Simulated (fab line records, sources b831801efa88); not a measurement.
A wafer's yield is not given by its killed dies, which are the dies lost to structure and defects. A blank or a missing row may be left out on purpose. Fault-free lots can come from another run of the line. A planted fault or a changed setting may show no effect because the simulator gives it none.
Which of the tools did it?    flow sky130    14 lots with 42 wafers sampled at 3 steps, on a route of 708 steps

## WHAT THE GAUGES READ, wafer by wafer
SKY_VIA3_THK_MEAS_01. Usual: VIA3_HDPCVD_THK gives 1638 nm (standard deviation 18).
lot   measured      on             VIA3_HDPCVD_THK (nm)  flag
L788  day 39 13:06  film_metro-01  1627 1613 1659        
L789  day 39 17:21  film_metro-03  1638 1641 1657        
L790  day 40 04:56  film_metro-03  1629 1667 1658        
L791  day 40 08:52  film_metro-01  1635 1628 1641        
L792  day 40 15:49  film_metro-03  1634 1623 1624        
L793  day 41 02:40  film_metro-03  1623 1600 1615        
L795  day 42 00:55  film_metro-04  1631 1638 1608        
L797  day 42 09:09  film_metro-04  1652 1612 1618        
L798  day 42 13:28  film_metro-04  1646 1646 1642        
L804  day 43 23:37  film_metro-04  1629 1611 1615        
L805  day 44 11:16  film_metro-01  1608 1614 1622        
L807  day 44 18:05  film_metro-01  1657 1652 1637        
L809  day 45 12:26  film_metro-01  1626 1613 1612        
L808  day 45 17:20  film_metro-04  1635 1617 1673        

SKY_CAP2M_RS_MEAS_03: a four-point-probe measurement. Usual: CAP2M_TIN_RS gives 6.94 ohm/sq (standard deviation 0.074).
lot   measured      on             CAP2M_TIN_RS (ohm/sq)  flag
L788  day 40 16:05  film_metro-03  6.83 6.90 6.91         
L789  day 40 20:14  film_metro-03  6.82 6.83 7.01         
L790  day 41 07:47  film_metro-03  6.87 6.91 7.00         
L791  day 41 11:07  film_metro-02  7.02 6.93 6.98         
L792  day 41 17:34  film_metro-02  6.88 6.98 6.87         
L793  day 42 05:55  film_metro-01  6.88 6.91 6.84         
L795  day 43 03:07  film_metro-02  6.95 6.83 6.88         
L797  day 43 09:58  film_metro-01  6.92 6.93 7.00         
L798  day 43 14:23  film_metro-02  6.99 7.04 7.01         
L804  day 44 23:02  film_metro-01  6.98 6.97 6.94         
L805  day 45 14:02  film_metro-01  6.86 6.93 6.90         
L807  day 45 18:56  film_metro-03  6.90 7.00 7.00         
L809  day 46 12:04  film_metro-02  6.98 6.91 7.01         
L808  day 46 17:04  film_metro-03  7.03 6.97 6.91         

## WHICH TOOL RAN EACH LOT (tool, then ch and the chambers of the sampled wafers, then the start)
lot   SKY_METAL3_DESCUM_15
L788  rie_metal-02 ch 0,1, day 39 11:57
L789  rie_metal-03 ch 0,1, day 39 16:15
L790  rie_metal-02 ch 0,1, day 40 03:50
L791  rie_metal-03 ch 0,1, day 40 07:44
L792  rie_metal-02 ch 0,1, day 40 14:44
L793  rie_metal-03 ch 1, day 41 01:27
L795  rie_metal-02 ch 0,1, day 41 23:50
L797  rie_metal-01 ch 0,1, day 42 07:58
L798  rie_metal-02 ch 1, day 42 12:23
L804  rie_metal-02 ch 0,1, day 43 22:30
L805  rie_metal-02 ch 0, day 44 10:06
L807  rie_metal-02 ch 0,1, day 44 17:00
L809  rie_metal-03 ch 0, day 45 11:21
L808  rie_metal-01 ch 0,1, day 45 16:11
- SKY_METAL3_DESCUM_15: chemistry O2, time 8 s.

## AS READ BY THE TOOLS THEMSELVES (means over the sampled wafers that have a number; for cases with no such wafer, the mark the record gives instead)
SKY_METAL3_DESCUM_15. Usual: drypump_motor_current_A 5.6 A, standard deviation 0.64; he_backside_leak_sccm 3.25 sccm, standard deviation 0.18; oes_product_au 0.998 a.u., standard deviation 0.012.
lot   tool          drypump_motor_current_A (A)  he_backside_leak_sccm (sccm)  oes_product_au (a.u.)  flag
L788  rie_metal-02  6.0                          3.25                          1.005                  
L789  rie_metal-03  5.8                          3.45                          1.001                  
L790  rie_metal-02  6.0                          3.22                          0.995                  
L791  rie_metal-03  5.8                          3.26                          1.001                  
L792  rie_metal-02  5.4                          3.08                          0.984                  
L793  rie_metal-03  5.6                          3.59                          0.994                  
L795  rie_metal-02  5.5                          3.10                          0.997                  
L797  rie_metal-01  5.1                          3.30                          1.004                  
L798  rie_metal-02  5.0                          3.17                          0.982                  
L804  rie_metal-02  5.5                          3.21                          0.999                  
L805  rie_metal-02  6.5                          3.30                          1.021                  
L807  rie_metal-02  6.0                          3.37                          1.008                  
L809  rie_metal-03  6.0                          3.17                          0.993                  
L808  rie_metal-01  5.1                          3.17                          1.003                  

## THE ANSWER, worked out from the rows above alone
Rule: a lot is off if the mean of its wafers that have a number lies more than 3 standard deviations from the usual mean. A lot without any number at a reading at which 4 lots or more have one is off too. The other lots that the step has rows for count as sound. Order of review: gauges by route order, followed by the tools' own readings, for which a lot's mean as printed above is used. At the first step where some lot is off, the reading lying furthest off is the one used; lots without a number count as furthest.
None of the lots is off at any reading shown; this tells nothing.

## WHAT THE SIMULATOR HAD PUT IN
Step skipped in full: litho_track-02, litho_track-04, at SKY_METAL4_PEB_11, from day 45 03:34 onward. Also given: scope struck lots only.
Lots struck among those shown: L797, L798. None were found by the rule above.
